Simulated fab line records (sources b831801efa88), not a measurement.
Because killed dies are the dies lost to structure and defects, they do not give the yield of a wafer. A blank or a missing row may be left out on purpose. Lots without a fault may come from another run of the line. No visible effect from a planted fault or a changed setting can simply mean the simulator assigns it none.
A single fault, viewed from 2 desks / flow gf180mcu / every desk sees just its own numbers, and what lay behind them comes last

## FOR THE TOOL OWNER'S DESK: hdpcvd-02
The tool's own readings at GF_V4_CVD_00 (deposits SiO2, target thk 600 nm, time 100 s): means of the sampled wafers that have a number, for each lot that ran on this tool. A lot is out of limits, marked OUT, if its mean lies more than 4 standard deviations from the usual mean; the brackets give that distance.
Columns: A = sih4FlowSccm at GF_V4_CVD_00, usual 60.00 sccm
lot=L982; first seen here=day 23 13:13; A=60.02
lot=L983; first seen here=day 24 00:35; A=90.12 (+99 or more) OUT
lot=L986; first seen here=day 25 04:50; A=89.92 (+99 or more) OUT
lot=L994; first seen here=day 27 20:01; A=60.08
lot=L995; first seen here=day 27 23:35; A=60.00
lot=L996; first seen here=day 28 12:05; A=59.98
lot=L100; first seen here=day 29 13:33; A=59.89
lot=L101; first seen here=day 29 23:52; A=60.11
lot=L102; first seen here=day 30 01:19; A=60.15
lot=L103; first seen here=day 30 10:21; A=60.12
lot=L104; first seen here=day 30 11:05; A=60.06
This desk finds L983, L986 out of limits, L983 being first, at day 24 00:35 (sih4FlowSccm at GF_V4_CVD_00). L982, L994, L995, L996, L100, L101, L102, L103, L104: within limits.

## METROLOGY DESK
Means of the sampled wafers that have a number, per lot and without regard to the tool the lot ran on: this is what the gauges read. A lot is out of limits, marked OUT, if its mean lies more than 4 standard deviations from the usual mean; the brackets give that distance.
Columns: A = M4_ALCU_THK at GF_M4_THK_MEAS_06, usual 452 nm; B = M4_OVL at GF_M4_OVL_MEAS_15, usual 0 nm; C = V4_CVD_00_THK at GF_V4_THK_MEAS_01, usual 601 nm
lot=L982; first seen here=day 22 14:25; A=457; B=1; C=597
lot=L983; first seen here=day 23 02:07; A=462; B=0; C=908 (+47) OUT
lot=L986; first seen here=day 24 06:22; A=458; B=0; C=906 (+46) OUT
lot=L994; first seen here=day 26 23:25; A=445; B=-7; C=589
lot=L995; first seen here=day 27 03:01; A=450; B=2; C=600
lot=L996; first seen here=day 27 15:50; A=449; B=-3; C=598
lot=L998; first seen here=day 28 02:37; A=445; B=-0; C=608
lot=L100; first seen here=day 28 17:32; A=448; B=0; C=596
lot=L101; first seen here=day 29 04:13; A=455; B=5; C=605
lot=L102; first seen here=day 29 05:28; A=453; B=-1; C=597
lot=L103; first seen here=day 29 14:49; A=451; B=-3; C=605
lot=L104; first seen here=day 29 15:52; A=452; B=2; C=605
This desk's finding: out of limits on L983, L986; first on L983, day 24 00:40 (V4_CVD_00_THK at GF_V4_THK_MEAS_01). L982, L994, L995, L996, L998, L100, L101, L102, L103, L104: within limits.

## TAKEN TOGETHER
At day 24 00:35, on L983, L986, the tool owner's desk was in a position to raise an alarm.
At day 24 00:40 the metrology desk could have sounded an alarm, on L983, L986.
GF_V4_CVD_00 was run on hdpcvd-02 by each of the lots named.

## WHAT THE SIMULATOR PUT IN
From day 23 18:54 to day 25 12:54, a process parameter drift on hdpcvd-02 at GF_V4_CVD_00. A move of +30 in setting sih4FlowSccm, from 60. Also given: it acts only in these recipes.
Lots struck among those shown: L983, L986.
Time in hours from fault onset to the first out-of-limits reading at each desk: tool owner's desk 6, metrology desk 6.
